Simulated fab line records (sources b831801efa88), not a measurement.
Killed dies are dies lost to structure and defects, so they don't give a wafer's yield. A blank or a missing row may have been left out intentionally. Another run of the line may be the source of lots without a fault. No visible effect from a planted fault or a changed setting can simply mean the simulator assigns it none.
A lot that was struck, set against a sound lot / flow gf180mcu / 27 out of 602 route steps
Sound: the wafers L334.4, L334.5, L334.6. Struck: wafers L329.4, L329.5, L329.6. The cause comes at the end.
For every step that has rows: the tool of each side, followed by ch and its chambers, followed by its first start. Under that, the readings that differ: sound wafers / struck wafers / difference of the means / sigmas: that difference in standard deviations of wafers without a fault.
alike: a reading whose means differ by less than 2 such deviations, as well as words and numbers matching on both sides. not compared: withheld readings; readings where some wafer has no value; bounds like >300 that might hide an equal value; numbers whose values overlap and for which the record gives no deviation.
A row with sigmas, a row that says differs or no value, or rows on one side alone: a step with any of these is where the two part. Non-overlapping numbers with no deviation appear without sigmas and do not part them. Lack of a reading on every wafer of one side parts them only where that side has two or more wafers.

GF_V2_ETCH_16: etches BARC in N2/H2.
  sound on rie diel-02 ch 0,1,3, day 27 02:58; struck on rie diel-02 ch 0,2,3, day 25 18:02
  alike: drypump motor current A, oes product au, throttle valve pct
then, 1 step without rows for these wafers: GF_V2_ETCH_17 (etches SiO2 in C4F8/O2/Ar, stops on TiN, target depth 630 nm).
GF_V2_STRIP_18: strips in O2/N2.
  sound on plasma asher-02 ch 0,1, day 27 03:07; struck on plasma asher-01 ch 0,1, day 25 18:12
  alike: drypump motor current A, heater power w, oes product au
  not compared: rf hours counter h
then, 3 steps without rows for these wafers: GF_V2_STRIP_19 (strips in post etch residue remover, time 1200 s); GF_V2_CLEAN_20 (cleans in DIW); GF_V2_SPUTTER_21 (material Ti, target thk 15 nm, time 80.02 s).
GF_V2_SPUTTER_22: material TiN, target thk 10 nm, time 40 s.
  sound on pvd sputter-01, day 27 03:43; struck on pvd sputter-01, day 25 18:49
  alike: cathode dc power W, chamber pressure pa, throttle valve pct
then, 1 step without rows for these wafers: GF_V2_CVD_23 (deposits W, target thk 350 nm, time 104.94 s).
GF_V2_RS_MEAS_24: uses a four-point probe to measure.
  sound on film metro-03, day 27 03:56; struck on film metro-04, day 25 19:02
  alike: V2_W_RS
GF_V2_THK_MEAS_25: measures by xrf.
  sound on film metro-03, day 27 04:02; struck on film metro-04, day 25 19:07
  alike: V2_W_THK
then, 2 steps without rows for these wafers: GF_V2_CMP_26 (polishes, stops on SiO2, t overpolish 15 s, target thk 0 nm); GF_M3_SPUTTER_00 (material Ti, target thk 37.5 nm, time 150 s).
GF_M3_SPUTTER_01: material TiN, target thk 30 nm, time 25 s.
  sound on pvd sputter-04, day 27 04:28; struck on pvd sputter-04, day 25 19:33
  no value came back on the struck wafers for cathode dc power W (W), chamber pressure pa (Pa), throttle valve pct (%); on the sound wafers cathode dc power W (W) reads 6501.2 6500.5 6499.3
GF_M3_SPUTTER_02: material AlCu, target thk 450 nm, time 23.9 s.
  sound on pvd sputter-04, day 27 04:29; struck on pvd sputter-04, day 25 19:35
  alike: cathode dc power W, chamber pressure pa, throttle valve pct
GF_M3_SPUTTER_03: material Ti, target thk 10 nm, time 6.7 s.
  sound on pvd sputter-04, day 27 04:31; struck on pvd sputter-04, day 25 19:37
  alike: cathode dc power W, chamber pressure pa, throttle valve pct
then, 8 steps without rows for these wafers: GF_M3_SPUTTER_04 (material TiN, target thk 50 nm, time 41.7 s); GF_M3_DEHYDRATE_07 (time 60 s); GF_M3_HMDS_08 (prime time 60 s); GF_M3_COAT_09 (resist thk 1000 nm); GF_M3_SOFTBAKE_10 (time 60 s); GF_M3_EXPOSE_11 (exposes mask Metal3, target cd 280 nm); GF_M3_PEB_12 (peb time 90 s); GF_M3_DEVELOP_13 (develop time 60 s).
GF_M3_CD_MEAS_14: the cd target is 280 nm.
  sound on cd sem-01, day 28 00:51; struck on cd sem-02, day 26 16:16
  alike: cd nm
GF_M3_OVL_MEAS_15:
  sound on overlay-02, day 28 00:55; struck on overlay-01, day 26 16:20
  alike: M3_OVL
GF_M3_METAL_ETCH_16: etches the open film in Cl2/BCl3, stops on SiO2, target depth 627.5 nm, time 104.6 s.
  sound on rie metal-01 ch 0,1, day 28 00:59; struck on rie metal-04 ch 0,1, day 26 16:23
reading=oes product au (a.u.); sound=0.975 0.980 0.978; struck=0.952 0.947 0.951; difference=-0.028; sigmas=-4
  alike: drypump motor current A, throttle valve pct
  not compared: rf hours counter h
then, 1 step without rows for these wafers: GF_M3_STRIP_17 (strips in O2/N2).

WHERE THEY PART
At GF_M3_SPUTTER_01 first; at GF_M3_METAL_ETCH_16 last (within this record only).

WHY: what the simulator had put in
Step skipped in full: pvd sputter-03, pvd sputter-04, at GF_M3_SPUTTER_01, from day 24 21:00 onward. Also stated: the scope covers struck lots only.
